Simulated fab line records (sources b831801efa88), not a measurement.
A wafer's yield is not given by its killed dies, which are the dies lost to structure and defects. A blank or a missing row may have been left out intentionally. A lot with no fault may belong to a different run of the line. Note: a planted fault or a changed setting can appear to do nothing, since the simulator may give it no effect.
Which tool did it? :: flow sky130 :: 10 lots, 30 wafers sampled, at 6 steps of a route of 708

## WHAT EACH GAUGE READ, for each wafer
SKY_VIA1_CD_MEAS_12 targets a cd of 150 nm. Usual: cd-nm reads 149.6 nm (standard deviation 1.7).
lot: L966
measured: day 34 09:00
on: cd-sem-01
cd-nm (nm): 148.5 149.3 149.7
flag: 

lot: L967
measured: day 34 17:28
on: cd-sem-02
cd-nm (nm): 146.5 147.4 145.8
flag: 

lot: L968
measured: day 34 22:50
on: cd-sem-01
cd-nm (nm): 148.3 147.4 146.7
flag: 

lot: L976
measured: day 37 13:42
on: cd-sem-01
cd-nm (nm): 148.9 149.4 148.0
flag: 

lot: L977
measured: day 38 05:56
on: cd-sem-01
cd-nm (nm): 150.4 151.0 148.5
flag: 

lot: L981
measured: day 39 09:24
on: cd-sem-02
cd-nm (nm): 149.5 149.3 148.9
flag: 

lot: L983
measured: day 39 16:46
on: cd-sem-01
cd-nm (nm): 149.8 148.4 149.5
flag: 

lot: L984
measured: day 40 03:45
on: cd-sem-01
cd-nm (nm): 148.7 148.2 148.9
flag: 

lot: L985
measured: day 40 16:07
on: cd-sem-01
cd-nm (nm): 150.0 148.9 147.7
flag: 

lot: L988
measured: day 40 21:23
on: cd-sem-02
cd-nm (nm): 150.3 150.7 150.6
flag: 

SKY_VIA1_RS_MEAS_22: measures by four-point-probe. Usual: VIA1_W_RS 0.425 ohm/sq, standard deviation 0.005.
lot: L966
measured: day 34 10:02
on: film-metro-04
VIA1_W_RS (ohm/sq): 0.426 0.427 0.428
flag: 

lot: L967
measured: day 34 18:28
on: film-metro-02
VIA1_W_RS (ohm/sq): 0.439 0.430 0.437
flag: 

lot: L968
measured: day 34 23:52
on: film-metro-02
VIA1_W_RS (ohm/sq): 0.427 0.430 0.423
flag: 

lot: L976
measured: day 37 14:41
on: film-metro-04
VIA1_W_RS (ohm/sq): 0.426 0.424 0.431
flag: 

lot: L977
measured: day 38 06:59
on: film-metro-03
VIA1_W_RS (ohm/sq): 0.429 0.427 0.429
flag: 

lot: L981
measured: day 39 10:29
on: film-metro-04
VIA1_W_RS (ohm/sq): 0.425 0.418 0.417
flag: 

lot: L983
measured: day 39 17:46
on: film-metro-02
VIA1_W_RS (ohm/sq): 0.331 0.331 0.431 0.332 0.331 0.431
flag: OFF

lot: L984
measured: day 40 04:46
on: film-metro-03
VIA1_W_RS (ohm/sq): 0.422 0.420 0.417
flag: 

lot: L985
measured: day 40 17:09
on: film-metro-04
VIA1_W_RS (ohm/sq): 0.429 0.330 0.430 0.431 0.330 0.430
flag: OFF

lot: L988
measured: day 40 22:22
on: film-metro-04
VIA1_W_RS (ohm/sq): 0.430 0.424 0.426
flag: 

SKY_VIA1_THK_MEAS_23: measures by xrf. Usual: VIA1_W_THK 275 nm, standard deviation 4.1.
lot: L966
measured: day 34 10:09
on: film-metro-04
VIA1_W_THK (nm): 276 276 274
flag: 

lot: L967
measured: day 34 18:33
on: film-metro-02
VIA1_W_THK (nm): 264 269 264
flag: 

lot: L968
measured: day 34 23:59
on: film-metro-02
VIA1_W_THK (nm): 271 269 274
flag: 

lot: L976
measured: day 37 14:47
on: film-metro-04
VIA1_W_THK (nm): 277 278 273
flag: 

lot: L977
measured: day 38 07:07
on: film-metro-03
VIA1_W_THK (nm): 272 272 270
flag: 

lot: L981
measured: day 39 10:35
on: film-metro-04
VIA1_W_THK (nm): 274 279 280
flag: 

lot: L983
measured: day 39 20:31
on: film-metro-02
VIA1_W_THK (nm): 353 350 270 350 351 269
flag: OFF

lot: L984
measured: day 40 04:52
on: film-metro-03
VIA1_W_THK (nm): 273 276 276
flag: 

lot: L985
measured: day 40 19:19
on: film-metro-04
VIA1_W_THK (nm): 274 358 274 274 358 274
flag: OFF

lot: L988
measured: day 40 22:29
on: film-metro-04
VIA1_W_THK (nm): 273 278 276
flag: 

## EACH LOT AND THE TOOL THAT RAN IT (in order: tool; ch and the chambers of the sampled wafers; start)
lot: L966
SKY_VIA1_STRIP_16: plasma-asher-01 ch 0,1, day 34 09:15
SKY_VIA1_SPUTTER_20: pvd-sputter-01, day 34 09:53
SKY_VIA1_CVD_21: cvd-w-02 ch 0,1, day 34 09:56

lot: L967
SKY_VIA1_STRIP_16: plasma-asher-01 ch 0,1, day 34 17:41
SKY_VIA1_SPUTTER_20: pvd-sputter-02, day 34 18:14
SKY_VIA1_CVD_21: cvd-w-01 ch 0,1, day 34 18:20

lot: L968
SKY_VIA1_STRIP_16: plasma-asher-02 ch 0,1, day 34 23:05
SKY_VIA1_SPUTTER_20: pvd-sputter-01, day 34 23:43
SKY_VIA1_CVD_21: cvd-w-02 ch 0,1, day 34 23:46

lot: L976
SKY_VIA1_STRIP_16: plasma-asher-02 ch 0,1, day 37 13:56
SKY_VIA1_SPUTTER_20: pvd-sputter-03, day 37 14:30
SKY_VIA1_CVD_21: cvd-w-02 ch 0,1, day 37 14:35

lot: L977
SKY_VIA1_STRIP_16: plasma-asher-04 ch 0,1, day 38 06:11
SKY_VIA1_SPUTTER_20: pvd-sputter-03, day 38 06:50
SKY_VIA1_CVD_21: cvd-w-02 ch 0,1, day 38 06:54

lot: L981
SKY_VIA1_STRIP_16: plasma-asher-04 ch 0, day 39 09:37
SKY_VIA1_SPUTTER_20: pvd-sputter-03, day 39 10:13
SKY_VIA1_CVD_21: cvd-w-01 ch 0,1, day 39 10:17

lot: L983
SKY_VIA1_STRIP_16: plasma-asher-02 ch 0,1, day 39 16:59
SKY_VIA1_SPUTTER_20: pvd-sputter-02, day 39 17:33
SKY_VIA1_CVD_21: cvd-w-02 ch 0,1, day 39 17:38

lot: L984
SKY_VIA1_STRIP_16: plasma-asher-04 ch 0,1, day 40 03:59
SKY_VIA1_SPUTTER_20: pvd-sputter-02, day 40 04:35
SKY_VIA1_CVD_21: cvd-w-01 ch 0,1, day 40 04:40

lot: L985
SKY_VIA1_STRIP_16: plasma-asher-01 ch 0,1, day 40 16:22
SKY_VIA1_SPUTTER_20: pvd-sputter-03, day 40 16:58
SKY_VIA1_CVD_21: cvd-w-02 ch 0,1, day 40 17:03

lot: L988
SKY_VIA1_STRIP_16: plasma-asher-04 ch 0,1, day 40 21:36
SKY_VIA1_SPUTTER_20: pvd-sputter-01, day 40 22:12
SKY_VIA1_CVD_21: cvd-w-01 ch 0,1, day 40 22:16
- SKY_VIA1_STRIP_16: strips in O2/N2.
- SKY_VIA1_SPUTTER_20: material TiN, target thk 20 nm, time 80 s.
- SKY_VIA1_CVD_21: deposits W, target thk 270 nm, time 80.902 s.

## AS READ BY THE TOOLS THEMSELVES (means over the sampled wafers that have a number; for cases with no such wafer, the mark the record gives instead)
SKY_VIA1_STRIP_16. Usual: drypump-motor-current-A 5.8 A, standard deviation 0.53; oes-product-au 0.417 a.u., standard deviation 0.0044; strip-time-to-endpoint-s 4.472 s, standard deviation 0.019.
lot: L966
tool: plasma-asher-01
drypump-motor-current-A (A): 6.1
oes-product-au (a.u.): 0.415
strip-time-to-endpoint-s (s): 4.494
flag: 

lot: L967
tool: plasma-asher-01
drypump-motor-current-A (A): 6.1
oes-product-au (a.u.): 0.412
strip-time-to-endpoint-s (s): 4.447
flag: 

lot: L968
tool: plasma-asher-02
drypump-motor-current-A (A): 5.2
oes-product-au (a.u.): 0.419
strip-time-to-endpoint-s (s): 4.480
flag: 

lot: L976
tool: plasma-asher-02
drypump-motor-current-A (A): 5.1
oes-product-au (a.u.): 0.417
strip-time-to-endpoint-s (s): 4.484
flag: 

lot: L977
tool: plasma-asher-04
drypump-motor-current-A (A): 6.0
oes-product-au (a.u.): 0.417
strip-time-to-endpoint-s (s): 4.464
flag: 

lot: L981
tool: plasma-asher-04
drypump-motor-current-A (A): 5.7
oes-product-au (a.u.): 0.413
strip-time-to-endpoint-s (s): 4.468
flag: 

lot: L983
tool: plasma-asher-02
drypump-motor-current-A (A): 5.2
oes-product-au (a.u.): 0.414
strip-time-to-endpoint-s (s): 4.483
flag: 

lot: L984
tool: plasma-asher-04
drypump-motor-current-A (A): 5.8
oes-product-au (a.u.): 0.415
strip-time-to-endpoint-s (s): 4.483
flag: 

lot: L985
tool: plasma-asher-01
drypump-motor-current-A (A): 6.1
oes-product-au (a.u.): 0.416
strip-time-to-endpoint-s (s): 4.465
flag: 

lot: L988
tool: plasma-asher-04
drypump-motor-current-A (A): 6.0
oes-product-au (a.u.): 0.416
strip-time-to-endpoint-s (s): 4.465
flag: 

SKY_VIA1_SPUTTER_20. Usual: throttle-valve-pct reads 29.6 % (standard deviation 0.65).
lot: L966
tool: pvd-sputter-01
throttle-valve-pct (%): 29.1
flag: 

lot: L967
tool: pvd-sputter-02
throttle-valve-pct (%): 30.1
flag: 

lot: L968
tool: pvd-sputter-01
throttle-valve-pct (%): 29.6
flag: 

lot: L976
tool: pvd-sputter-03
throttle-valve-pct (%): 30.0
flag: 

lot: L977
tool: pvd-sputter-03
throttle-valve-pct (%): 29.3
flag: 

lot: L981
tool: pvd-sputter-03
throttle-valve-pct (%): 29.3
flag: 

lot: L983
tool: pvd-sputter-02
throttle-valve-pct (%): 29.9
flag: 

lot: L984
tool: pvd-sputter-02
throttle-valve-pct (%): 30.3
flag: 

lot: L985
tool: pvd-sputter-03
throttle-valve-pct (%): 29.2
flag: 

lot: L988
tool: pvd-sputter-01
throttle-valve-pct (%): 29.7
flag: 

SKY_VIA1_CVD_21. Usual: heater-power-w reads 770 W (standard deviation 45).
lot: L966
tool: cvd-w-02
heater-power-w (W): 792
flag: 

lot: L967
tool: cvd-w-01
heater-power-w (W): 732
flag: 

lot: L968
tool: cvd-w-02
heater-power-w (W): 791
flag: 

lot: L976
tool: cvd-w-02
heater-power-w (W): 803
flag: 

lot: L977
tool: cvd-w-02
heater-power-w (W): 796
flag: 

lot: L981
tool: cvd-w-01
heater-power-w (W): 760
flag: 

lot: L983
tool: cvd-w-02
heater-power-w (W): 784
flag: 

lot: L984
tool: cvd-w-01
heater-power-w (W): 769
flag: 

lot: L985
tool: cvd-w-02
heater-power-w (W): 802
flag: 

lot: L988
tool: cvd-w-01
heater-power-w (W): 769
flag: 

## THE ANSWER, worked out from the rows above alone
Rule: take the mean of a lot's wafers that have a number; if it is more than 3 standard deviations from the usual mean, the lot is off. Also off: a lot with no number at a reading for which 4 or more lots have one. The other lots that the step has rows for count as sound. Order of review: gauges by route order, followed by the tools' own readings, for which a lot's mean as printed above is used. The first step at which some lot is off is used, and at that step the reading that is off furthest; a lot without a number counts as furthest.
Off: L983, L985, at SKY_VIA1_RS_MEAS_22 (VIA1_W_RS).
If a tool, at a process step before that reading, ran all the lots that are off and no sound lot after the first of them, it fits. The gauges at SKY_VIA1_RS_MEAS_22 are tried like those tools. One fits: SKY_VIA1_CVD_21 on cvd-w-02. A fault onset in the window from L977 (day 38 06:54, its last sound lot) to L983 (day 39 17:38, its first lot off) fits.

## WHAT HAD BEEN PUT IN BY THE SIMULATOR
cvd-w-02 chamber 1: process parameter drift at SKY_VIA1_CVD_21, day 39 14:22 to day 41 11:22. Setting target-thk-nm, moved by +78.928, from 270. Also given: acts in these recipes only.
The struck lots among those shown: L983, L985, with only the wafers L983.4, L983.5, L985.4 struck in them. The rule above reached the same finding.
